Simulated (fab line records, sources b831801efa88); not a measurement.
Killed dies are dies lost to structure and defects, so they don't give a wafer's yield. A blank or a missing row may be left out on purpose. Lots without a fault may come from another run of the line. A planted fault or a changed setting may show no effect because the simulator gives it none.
Which tool did it? | flow sky130 | 13 lots, 39 wafers sampled, at 5 steps of a route of 708

WHAT THE GAUGES READ, wafer by wafer
SKY_RES_XHIGH_TW_MEAS_09. Usual: RES_XHIGH_TW 1637, standard deviation 8.4.
lot  | measured     | on            | RES_XHIGH_TW   | flag
L233 | day 26 14:58 | film_metro-03 | 1639 1642 1639 |
L234 | day 26 18:38 | film_metro-03 | 1645 1635 1632 |
L235 | day 27 07:03 | film_metro-02 | 1628 1624 1632 |
L236 | day 27 17:13 | film_metro-03 | 1640 1640 1638 |
L238 | day 28 20:41 | film_metro-01 | 1651 1640 1645 |
L240 | day 29 10:22 | film_metro-02 | 1633 1642 1635 |
L241 | day 29 18:13 | film_metro-02 | 1640 1647 1632 |
L243 | day 30 14:04 | film_metro-03 | 1620 1624 1631 |
L249 | day 32 06:52 | film_metro-02 | 1632 1639 1638 |
L250 | day 32 14:04 | film_metro-01 | 1632 1632 1635 |
L252 | day 33 09:13 | film_metro-01 | 1649 1640 1646 |
L254 | day 33 17:19 | film_metro-03 | 1625 1633 1634 |
L255 | day 33 22:10 | film_metro-01 | 1645 1650 1655 |

SKY_LI_CONTACT_THK_MEAS_01. Usual: LI_CONTACT_HDPCVD_THK 933 nm, standard deviation 9.2.
lot  | measured     | on            | LI_CONTACT_HDPCVD_THK (nm) | flag
L233 | day 27 21:09 | film_metro-01 | 948 944 944                |
L234 | day 28 00:10 | film_metro-02 | 930 934 923                |
L235 | day 28 12:43 | film_metro-03 | 931 921 933                |
L236 | day 28 22:56 | film_metro-02 | 926 941 931                |
L238 | day 30 01:52 | film_metro-03 | 927 918 928                |
L240 | day 30 14:34 | film_metro-01 | 935 925 932                |
L241 | day 30 22:49 | film_metro-02 | 943 941 943                |
L243 | day 31 18:59 | film_metro-02 | 932 927 928                |
L249 | day 33 10:38 | film_metro-03 | 917 941 925                |
L250 | day 33 17:31 | film_metro-01 | 931 944 935                |
L252 | day 34 12:55 | film_metro-03 | 950 950 943                |
L254 | day 34 20:12 | film_metro-01 | 922 914 913                |
L255 | day 35 00:44 | film_metro-03 | 948 942 936                |

SKY_LI_CONTACT_CD_MEAS_12: target cd 170 nm. Usual: cd_nm 169.7 nm, standard deviation 1.3.
lot  | measured     | on        | cd_nm (nm)        | flag
L233 | day 29 01:55 | cd_sem-02 | 168.0 169.1 168.1 |
L234 | day 29 04:55 | cd_sem-02 | 172.0 171.1 172.5 |
L235 | day 29 17:02 | cd_sem-01 | 168.2 169.2 168.4 |
L236 | day 30 03:05 | cd_sem-01 | 168.4 169.8 169.2 |
L238 | day 31 06:05 | cd_sem-02 | 170.1 169.3 168.2 |
L240 | day 31 18:37 | cd_sem-01 | 149.1 149.3 149.3 | OFF
L241 | day 32 02:05 | cd_sem-01 | 171.1 169.3 168.4 |
L243 | day 32 22:35 | cd_sem-02 | 168.1 168.8 167.8 |
L249 | day 34 13:26 | cd_sem-01 | 170.8 171.5 170.1 |
L250 | day 34 19:32 | cd_sem-01 | 166.8 168.4 168.4 |
L252 | day 35 15:44 | cd_sem-01 | 171.2 171.1 171.3 |
L254 | day 35 22:46 | cd_sem-01 | 171.1 170.4 171.6 |
L255 | day 36 03:28 | cd_sem-01 | 170.2 170.7 170.3 |

SKY_LI_CONTACT_OVL_MEAS_13. Usual: LI_CONTACT_OVL 1 nm, standard deviation 5.5.
lot  | measured     | on         | LI_CONTACT_OVL (nm) | flag
L233 | day 29 02:02 | overlay-01 | 10 3 1              |
L234 | day 29 05:00 | overlay-02 | 5 0 -3              |
L235 | day 29 17:09 | overlay-02 | -6 -4 -5            |
L236 | day 30 03:11 | overlay-01 | -1 3 -3             |
L238 | day 31 06:11 | overlay-01 | -9 -5 -9            |
L240 | day 31 18:44 | overlay-02 | 1 11 4              |
L241 | day 32 02:11 | overlay-02 | 0 4 -1              |
L243 | day 32 22:43 | overlay-02 | 10 10 5             |
L249 | day 34 13:32 | overlay-01 | 4 6 -8              |
L250 | day 34 19:40 | overlay-02 | 8 8 0               |
L252 | day 35 15:52 | overlay-01 | -3 -4 4             |
L254 | day 35 22:53 | overlay-02 | 1 4 1               |
L255 | day 36 03:34 | overlay-01 | 6 12 15             |

WHICH TOOL RAN EACH LOT (tool, then ch and the chambers of the sampled wafers, then the start)
lot  | SKY_LI_CONTACT_EXPOSE_09
L233 | krf_scanner-01 ch 0, day 28 12:13
L234 | krf_scanner-02 ch 0, day 28 14:56
L235 | krf_scanner-01 ch 0, day 29 03:19
L236 | krf_scanner-01 ch 0, day 29 13:20
L238 | krf_scanner-02 ch 0, day 30 15:46
L240 | krf_scanner-01 ch 0, day 31 05:28
L241 | krf_scanner-01 ch 0, day 31 12:18
L243 | krf_scanner-01 ch 0, day 32 09:32
L249 | krf_scanner-02 ch 0, day 34 00:38
L250 | krf_scanner-01 ch 0, day 34 07:02
L252 | krf_scanner-01 ch 0, day 35 02:37
L254 | krf_scanner-01 ch 0, day 35 09:59
L255 | krf_scanner-01 ch 0, day 35 13:54
- SKY_LI_CONTACT_EXPOSE_09: exposes mask LICM1, target cd 170 nm.

WHAT THE TOOLS THEMSELVES READ (means of the sampled wafers that have a number; where no wafer has one, the mark that the record gives instead)
SKY_LI_CONTACT_EXPOSE_09. Usual: reticle_temp_C 23.01 C, standard deviation 0.12; stage_vel_mm_s 499.98 mm/s, standard deviation 0.25.
lot  | tool           | reticle_temp_C (C) | stage_vel_mm_s (mm/s) | flag
L233 | krf_scanner-01 | 23.09              | 499.87                |
L234 | krf_scanner-02 | 22.95              | 500.09                |
L235 | krf_scanner-01 | 23.09              | 499.90                |
L236 | krf_scanner-01 | 22.95              | 499.84                |
L238 | krf_scanner-02 | 22.86              | 499.95                |
L240 | krf_scanner-01 | 22.90              | 500.16                |
L241 | krf_scanner-01 | 23.12              | 500.01                |
L243 | krf_scanner-01 | 23.10              | 500.07                |
L249 | krf_scanner-02 | 23.06              | 499.97                |
L250 | krf_scanner-01 | 22.81              | 499.94                |
L252 | krf_scanner-01 | 22.94              | 500.16                |
L254 | krf_scanner-01 | 22.98              | 500.17                |
L255 | krf_scanner-01 | 23.05              | 499.96                |

THE ANSWER, worked out from the rows above alone
Rule: a lot is off if the mean of its wafers that have a number lies more than 3 standard deviations from the usual mean. A lot without any number at a reading at which 4 lots or more have one is off too. The other lots that the step has rows for count as sound. The gauges are gone through in route order, then the tools' own readings, and for those a lot's mean is taken as printed above. The first step at which some lot is off is used, and at that step the reading that is off furthest; a lot without a number counts as furthest.
Off: L240, at SKY_LI_CONTACT_CD_MEAS_12 (cd_nm).
A tool fits if, at a process step before that reading, it ran every lot that is off, and no sound lot after the first of them. The gauges at SKY_LI_CONTACT_CD_MEAS_12 are tried like those tools. None of those tried fits.

WHAT THE SIMULATOR HAD PUT IN
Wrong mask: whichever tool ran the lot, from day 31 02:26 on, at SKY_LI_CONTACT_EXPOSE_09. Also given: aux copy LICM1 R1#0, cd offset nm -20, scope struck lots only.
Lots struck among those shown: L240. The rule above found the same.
